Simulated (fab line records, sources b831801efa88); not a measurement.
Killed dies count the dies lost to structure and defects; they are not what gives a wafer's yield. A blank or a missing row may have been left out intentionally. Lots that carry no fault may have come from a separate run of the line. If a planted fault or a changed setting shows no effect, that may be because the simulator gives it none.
Which of the tools did it? ; flow sfqLine ; 14 lots with 42 wafers sampled at 2 steps, on a route of 325 steps

## WHAT THE GAUGES READ, wafer by wafer
SFQ_M1_RS_MEAS_909: the measuring method here is four-point-probe.
lot;measured;on;M1_NB_RS (ohm/sq)
L207;day 10 11:58;filmMetro-03;0.877 0.877 0.876
L208;day 11 00:55;filmMetro-01;0.889 0.893 0.899
L209;day 15 21:44;filmMetro-02;0.885 0.892 0.889
L210;day 16 17:37;filmMetro-01;0.895 0.887 0.891
L211;day 17 03:14;filmMetro-01;0.884 0.884 0.884
L212;day 17 14:20;filmMetro-03;0.442 0.439 0.441
L216;day 19 06:24;filmMetro-02;0.894 0.886 0.883
L217;day 19 14:17;filmMetro-03;0.444 0.446 0.445
L222;day 21 15:02;filmMetro-02;0.901 0.898 0.902
L223;day 21 17:29;filmMetro-03;0.880 0.876 0.884
L224;day 21 19:49;filmMetro-01;0.874 0.879 0.882
L225;day 21 21:02;filmMetro-02;0.898 0.910 0.903
L228;day 22 10:14;filmMetro-02;0.891 0.882 0.888
L230;day 22 14:01;filmMetro-02;0.893 0.890 0.890

## WHAT TOOL EACH LOT RAN ON (gives the tool, then ch and the chambers of the sampled wafers, and finally the start)
lot;SFQ_TRILAYER_M1_DEP_SPUTTER_037
L207;pvdSputter-06, day 10 11:52
L208;pvdSputter-04, day 11 00:47
L209;pvdSputter-04, day 15 21:36
L210;pvdSputter-04, day 16 17:29
L211;pvdSputter-04, day 17 03:08
L212;pvdSputter-06, day 17 13:56
L216;pvdSputter-03, day 19 06:19
L217;pvdSputter-03, day 19 13:56
L222;pvdSputter-03, day 21 14:56
L223;pvdSputter-06, day 21 17:20
L224;pvdSputter-04, day 21 19:44
L225;pvdSputter-03, day 21 20:56
L228;pvdSputter-04, day 22 10:09
L230;pvdSputter-06, day 22 13:52
- SFQ_TRILAYER_M1_DEP_SPUTTER_037: material Nb, target thk 200 nm, time 133.3 s.

## WHAT THE TOOLS THEMSELVES READ (means of the sampled wafers that have a number; where no wafer has one, the mark that the record gives instead)
SFQ_TRILAYER_M1_DEP_SPUTTER_037.
lot;tool;substrateTempC (C);throttleValvePct (%)
L207;pvdSputter-06;19.94;28.7
L208;pvdSputter-04;20.04;29.5
L209;pvdSputter-04;20.01;29.6
L210;pvdSputter-04;19.90;29.6
L211;pvdSputter-04;20.12;29.9
L212;pvdSputter-06;20.04;29.7
L216;pvdSputter-03;20.02;30.4
L217;pvdSputter-03;20.04;30.4
L222;pvdSputter-03;20.07;31.0
L223;pvdSputter-06;20.01;28.4
L224;pvdSputter-04;20.04;29.9
L225;pvdSputter-03;20.04;29.7
L228;pvdSputter-04;20.11;29.6
L230;pvdSputter-06;20.05;29.8

## THE ANSWER, worked out from the rows above alone
Rule: the usual values come from the lots themselves. The widest of any qualifying gaps counts: lots, ordered by their means at a reading, are off when they make up no more than a third of the lots, leave a main group of 4 or more, and stand apart from it by 3 or more times the standard deviation of that group's means. A main group whose means are all the same, to the digits that the tables above print for the reading, isn't used. A lot without any number at a reading at which 4 lots or more have one is off too. Where the step has rows for the other lots, those lots are counted as sound. The gauges are gone through in route order, then the tools' own readings, and for those a lot's mean is taken as printed above. At the first step where some lot is off, the reading lying furthest off is the one used; lots without a number count as furthest.
Off: L212, L217, seen at SFQ_M1_RS_MEAS_909 (M1_NB_RS). The main group: mean 0.889 ohm/sq, standard deviation 0.0079.
A tool fits if, at a process step before that reading, it ran every lot that is off, and no sound lot after the first of them. Gauges at SFQ_M1_RS_MEAS_909: tried the same way as those tools. Of those tried, none fits.

## WHAT HAD BEEN PUT IN BY THE SIMULATOR
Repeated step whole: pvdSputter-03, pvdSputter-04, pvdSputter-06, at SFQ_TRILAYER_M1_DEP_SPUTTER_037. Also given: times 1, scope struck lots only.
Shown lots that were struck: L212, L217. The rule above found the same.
